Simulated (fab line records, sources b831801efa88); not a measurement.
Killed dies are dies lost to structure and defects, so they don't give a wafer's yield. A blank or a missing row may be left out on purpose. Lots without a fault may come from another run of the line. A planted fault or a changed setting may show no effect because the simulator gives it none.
fab line records | flow sky130
record lots=13 wafers=39 last_day=50
route steps=708 shown LDD_P@265 LDD_HVN@276
lots that met no fault: from a run of the same line without faults
start_h: hours from the record's first day to the start of the lot's first wafer shown | wait_h: hours since the lot's step before | " the same as in the row above | L1.1+2: a row that stands for several wafers | - no value, or no start given | * or withheld: withheld | < > ~ a bound
route shown NAME@n: a module of which the file shows steps, and the number in the route of the first | usual: mean/standard deviation of fault-free wafers | same: alike in all rows | chamber/n: place in a boat | sites: the reading at each site | _std_site: their standard deviation | _edge_site: outer sites' mean less inner sites' | radius_mm: how far each site lies from the wafer's centre | mask NAME#n: copy n | behind: the tool/chamber that last shaped the wafer | hold: why the lot was held/for how many hours/how that ended | device: the transistor (n, p or np) that didn't switch | end of line: the same wafers' tests at the end of the route | a step without rows: its recipe alone | killed: dies lost to structure and defects at the first sort, not the wafer's yield | map: a wafer's dies, x killed, . not, _ none there
set.NAME: the setting as run; set.NAME@STEP: as run at that earlier step | model.NAME: the simulator's own value behind a step, which no gauge read
steps of the route over a sample of lots; a table a step, a row a wafer
services: from which hour (start_h, from the record's first day; less than 0 if before it) a tool's chamber was out of use, for how many hours, and why
## steps
# step SKY_LDD_P_STRIP_10
# recipe chemistry=O2/N2 power_w=1400 pressure_mtorr=1500 platen_temp_c=withheld o2_flow_sccm=3000 n2_flow_sccm=300 overash_fraction=0.5
# usual drypump_motor_current_A=6.0/0.4 oes_product_au=0.715/0.0041 strip_time_to_endpoint_s=14.17/0.043
# columns lot.wafer tool chamber start_h wait_h drypump_motor_current_A oes_product_au rf_hours_counter_h strip_time_to_endpoint_s
L522.1 plasma_asher-03 1 422.30 0.1 5.7 0.707 72 14.17
L522.4 " 1 " " 5.7 0.719 - 14.18
L522.6 " 1 " " 5.7 0.709 - 14.23
L526.1 plasma_asher-03 1 466.05 0.1 5.7 0.711 77 14.24
L526.3 " 1 " " 5.7 0.722 - 14.26
L526.5 " 1 " " 5.7 0.713 - 14.27
L525.1 plasma_asher-04 0 468.54 0.1 6.6 0.717 64 14.23
L525.3 " 1 " " 5.8 0.714 - 14.22
L525.6 " 1 " " 5.8 0.714 - 14.24
L528.1 plasma_asher-04 1 493.20 0.1 5.8 0.707 66 14.15
L528.2 " 0 " " 6.6 0.707 66 14.17
L528.5 " 0 " " 6.6 0.712 - 14.13
L530.2 plasma_asher-02 0 502.35 0.1 5.9 0.722 36 14.19
L530.4 " 0 " " 5.9 0.709 - 14.15
L530.6 " 0 " " 5.9 0.714 - 14.14
L531.3 plasma_asher-04 0 514.68 0.1 6.6 0.713 - 14.11
L531.5 " 1 " " 5.8 0.715 - 14.13
L531.6 " 0 " " 6.6 0.714 - 14.11
L532.1 plasma_asher-04 0 525.10 0.1 6.6 0.714 70 14.14
L532.2 " 1 " " 5.7 0.716 70 14.18
L532.5 " 1 " " 5.8 0.719 - 14.13
L533.1 plasma_asher-03 0 534.79 0.1 6.3 0.715 81 14.14
L533.3 " 1 " " 5.7 0.717 - 14.15
L533.6 " 1 " " 5.7 0.709 - 14.19
L535.1 plasma_asher-03 1 544.85 0.1 5.7 0.957 82 -
L535.2 " 0 " " 6.3 0.957 82 -
L535.4 " 1 " " 5.7 0.955 - -
L534.2 plasma_asher-02 0 546.34 0.1 5.9 0.719 41 14.11
L534.3 " 1 " " 5.5 0.714 - 14.08
L534.5 " 0 " " 5.9 0.707 - 14.07
L536.2 plasma_asher-04 0 555.49 0.1 6.6 0.711 73 14.15
L536.3 " 0 " " 6.6 0.720 - 14.11
L536.4 " 1 " " 5.8 0.710 - 14.13
L544.1 plasma_asher-03 0 633.80 0.1 6.3 0.715 91 14.19
L544.2 " 1 " " 5.7 0.711 91 14.17
L544.4 " 0 " " 6.3 0.715 - 14.16
L545.1 plasma_asher-02 0 648.49 0.1 5.9 0.713 51 14.07
L545.2 " 1 " " 5.5 0.721 51 14.17
L545.4 " 0 " " 5.9 0.720 - 14.09
# step SKY_LDD_HVN_STRIP_09
# recipe chemistry=O2/N2 power_w=1400 pressure_mtorr=1500 platen_temp_c=withheld o2_flow_sccm=3000 n2_flow_sccm=300 overash_fraction=0.5
# usual drypump_motor_current_A=5.7/0.49 oes_product_au=0.408/0.0044 strip_time_to_endpoint_s=4.129/0.017
# columns lot.wafer tool chamber start_h wait_h drypump_motor_current_A oes_product_au rf_hours_counter_h strip_time_to_endpoint_s
L522.1 plasma_asher-03 0 453.58 0.1 6.3 0.407 75 4.141
L522.4 " 1 " " 5.7 0.412 - 4.135
L522.6 " 0 " " 6.3 0.417 - 4.136
L526.1 plasma_asher-01 1 496.78 0.1 6.3 0.409 7 4.120
L526.3 " 1 " " 6.3 0.399 - 4.146
L526.5 " 1 " " 6.3 0.402 - 4.121
L525.1 plasma_asher-02 1 499.80 0.1 5.5 0.410 36 4.162
L525.3 " 1 " " 5.5 0.412 - 4.154
L525.6 " 0 " " 5.9 0.417 - 4.163
L528.1 plasma_asher-01 1 523.48 0.1 6.3 0.416 9 4.141
L528.2 " 0 " " 4.9 0.414 9 4.135
L528.5 " 1 " " 6.3 0.407 - 4.152
L530.2 plasma_asher-01 0 532.68 0.1 4.9 0.410 11 4.129
L530.4 " 1 " " 6.2 0.406 - 4.122
L530.6 " 0 " " 4.9 0.407 - 4.128
L531.3 plasma_asher-01 1 544.94 0.1 6.2 0.409 - 4.116
L531.5 " 0 " " 4.9 0.407 - 4.115
L531.6 " 1 " " 6.3 0.407 - 4.134
L532.1 plasma_asher-03 1 555.30 0.1 5.7 0.406 84 4.117
L532.2 " 0 " " 6.3 0.404 84 4.141
L532.5 " 1 " " 5.7 0.399 - 4.099
L533.1 plasma_asher-02 1 564.70 0.1 5.5 0.405 43 4.127
L533.3 " 1 " " 5.5 0.411 - 4.138
L533.6 " 0 " " 5.9 0.403 - 4.124
L535.1 plasma_asher-02 0 574.93 0.1 5.9 0.494 44 6.132
L535.2 " 1 " " 5.5 0.485 44 6.120
L535.4 " 0 " " 5.9 0.479 - 6.119
L534.2 plasma_asher-01 1 575.83 0.1 6.3 0.395 15 4.126
L534.3 " 1 " " 6.3 0.418 - 4.143
L534.5 " 0 " " 4.9 0.400 - 4.132
L536.2 plasma_asher-02 1 585.13 0.1 5.5 0.398 44 4.113
L536.3 " 1 " " 5.5 0.409 - 4.131
L536.4 " 0 " " 5.9 0.405 - 4.111
L544.1 plasma_asher-02 1 662.20 0.1 5.5 0.401 52 4.098
L544.2 " 0 " " 5.9 0.411 52 4.120
L544.4 " 0 " " 5.9 0.406 - 4.118
L545.1 plasma_asher-03 1 676.50 0.1 5.7 0.412 95 4.119
L545.2 " 0 " " 6.3 0.412 95 4.106
L545.4 " 1 " " 5.7 0.415 - 4.123
# step SKY_LDD_HVN_TW_MEAS_10
# usual LDD_HVN_TW=1442/17
# columns lot.wafer tool chamber start_h wait_h LDD_HVN_TW
L522.1 film_metro-01 - 453.68 0.1 1426
L522.4 " - " " 1422
L522.6 " - " " 1419
L526.1 film_metro-01 - 496.88 0.1 1411
L526.3 " - " " 1412
L526.5 " - " " 1409
L525.1 film_metro-04 - 499.90 0.1 1453
L525.3 " - " " 1449
L525.6 " - " " 1454
L528.1 film_metro-01 - 523.58 0.1 1413
L528.2 " - " " 1421
L528.5 " - " " 1417
L530.2 film_metro-03 - 532.79 0.1 1457
L530.4 " - " " 1449
L530.6 " - " " 1448
L531.3 film_metro-03 - 545.02 0.1 1446
L531.5 " - " " 1446
L531.6 " - " " 1449
L532.1 film_metro-03 - 555.40 0.1 1458
L532.2 " - " " 1451
L532.5 " - " " 1452
L533.1 film_metro-04 - 564.80 0.1 1447
L533.3 " - " " 1444
L533.6 " - " " 1444
L535.1 film_metro-04 - 575.03 0.1 850
L535.2 " - " " 842
L535.4 " - " " 845
L534.2 film_metro-03 - 575.94 0.1 1456
L534.3 " - " " 1461
L534.5 " - " " 1458
L536.2 film_metro-04 - 585.24 0.1 1459
L536.3 " - " " 1456
L536.4 " - " " 1454
L544.1 film_metro-04 - 662.30 0.1 1454
L544.2 " - " " 1450
L544.4 " - " " 1451
L545.1 film_metro-01 - 676.60 0.1 1420
L545.2 " - " " 1417
L545.4 " - " " 1415
## services
# columns tool chamber start_h hours kind
plasma_asher-01 - 421.25 9.0 pm
plasma_asher-01 0 421.25 9.0 vent_cycle
plasma_asher-01 1 421.25 9.0 vent_cycle
plasma_asher-01 0 430.25 - clean
plasma_asher-01 1 430.25 - clean
plasma_asher-01 - 477.44 1.8 repair
plasma_asher-02 - 496.06 3.6 repair
plasma_asher-01 - 500.46 2.1 repair
plasma_asher-03 - 509.35 23.5 pm
plasma_asher-02 - 540.31 3.8 repair
plasma_asher-04 - 542.36 5.1 repair
plasma_asher-03 - 608.47 2.8 pm
plasma_asher-03 - 639.00 1.9 repair
## key
first_sign step=SKY_LDD_P_STRIP_10 reading=oes_product_au direction=up sigmas=59 usual=0.715 struck=0.956
effect step=SKY_LDD_HVN_STRIP_09 reading=strip_time_to_endpoint_s direction=up sigmas=99+ usual=* struck=*
effect step=SKY_LDD_HVN_TW_MEAS_10 reading=LDD_HVN_TW direction=down sigmas=35 usual=1442 struck=846
met_at SKY_LDD_P_STRIP_10
struck_lots L535
sort_left_out L535.1,L535.2,L535.4
tester_left_out L535
onset_between 534.79 544.85
fault kind=strip_aborted tool=plasma_asher-03 chamber=- onset_h=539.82 steps=SKY_LDD_P_STRIP_10 offset=0.41746 end_h=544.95
# tester_left_out: of these lots the tester's yield and bins aren't shown, on N5 and GAA mostly nor the transistor test; their killed dies are dies lost to structure and defects alone, not to doping, threshold or leakage, so they don't give the yield
# sort_left_out: the simulated sort isn't trusted on such a fault, so these wafers' sort isn't shown, and their yield isn't known
